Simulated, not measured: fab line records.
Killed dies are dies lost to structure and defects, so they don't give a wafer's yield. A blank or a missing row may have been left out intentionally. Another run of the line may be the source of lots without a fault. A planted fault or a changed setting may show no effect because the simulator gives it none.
Which of the tools did it?	flow gf180mcu	13 lots with 39 wafers sampled at 2 steps, on a route of 602 steps

== WHAT THE GAUGES SHOWED, per wafer ==
GF_V3_THK_MEAS_25: measures by xrf. Usual: V3_W_THK 349 nm, standard deviation 4.3.
lot	measured	on	V3_W_THK (nm)	flag
L811	day 22 20:55	film_metro-03	349 347 345	
L812	day 23 00:48	film_metro-01	353 350 355	
L813	day 23 16:36	film_metro-03	351 351 351	
L814	day 23 19:51	film_metro-03	353 350 350	
L815	day 24 00:01	film_metro-01	345 349 348	
L816	day 24 18:43	film_metro-03	350 349 349	
L819	day 25 17:46	film_metro-03	350 349 350	
L821	day 25 23:39	film_metro-01	340 342 343	
L822	day 26 02:14	film_metro-01	351 350 353	
L825	day 27 13:05	film_metro-04	348 345 348	
L826	day 27 19:55	film_metro-01	348 344 341	
L831	day 29 06:22	film_metro-03	358 353 347	
L834	day 30 01:27	film_metro-03	347 350 345	

== TOOL THAT RAN EACH LOT (tool first, then ch and the chambers of the sampled wafers, then the start) ==
lot	GF_V3_SPUTTER_21
L811	pvd_sputter-03, day 22 20:34
L812	pvd_sputter-03, day 23 00:28
L813	pvd_sputter-04, day 23 16:16
L814	pvd_sputter-04, day 23 19:31
L815	pvd_sputter-03, day 23 23:41
L816	pvd_sputter-04, day 24 18:23
L819	pvd_sputter-02, day 25 17:25
L821	pvd_sputter-02, day 25 23:19
L822	pvd_sputter-03, day 26 01:53
L825	pvd_sputter-04, day 27 12:44
L826	pvd_sputter-02, day 27 19:35
L831	pvd_sputter-03, day 29 06:02
L834	pvd_sputter-04, day 30 01:07
- GF_V3_SPUTTER_21: material Ti, target thk 15 nm, time 80.02 s.

== AS READ BY THE TOOLS THEMSELVES (means over the sampled wafers that have a number; for cases with no such wafer, the mark the record gives instead) ==
GF_V3_SPUTTER_21. Usual: throttle_valve_pct at 30.3 %, with a standard deviation of 1.2.
lot	tool	throttle_valve_pct (%)	flag
L811	pvd_sputter-03	30.6	
L812	pvd_sputter-03	29.5	
L813	pvd_sputter-04	30.5	
L814	pvd_sputter-04	30.6	
L815	pvd_sputter-03	29.1	
L816	pvd_sputter-04	30.0	
L819	pvd_sputter-02	30.1	
L821	pvd_sputter-02	30.0	
L822	pvd_sputter-03	30.8	
L825	pvd_sputter-04	31.2	
L826	pvd_sputter-02	29.5	
L831	pvd_sputter-03	30.6	
L834	pvd_sputter-04	31.1	

== THE ANSWER, worked out from the rows above alone ==
Rule: take the mean of a lot's wafers that have a number; if it is more than 3 standard deviations from the usual mean, the lot is off. Also off: a lot with no number at a reading for which 4 or more lots have one. The other lots that the step has rows for count as sound. First the gauges in route order, then the tools' own readings, where a lot's mean is used as printed above. At the first step where some lot is off, the reading lying furthest off is the one used; lots without a number count as furthest.
No lot is off at any reading shown: from this, nothing can be told.

== WHAT THE SIMULATOR HAD PUT IN ==
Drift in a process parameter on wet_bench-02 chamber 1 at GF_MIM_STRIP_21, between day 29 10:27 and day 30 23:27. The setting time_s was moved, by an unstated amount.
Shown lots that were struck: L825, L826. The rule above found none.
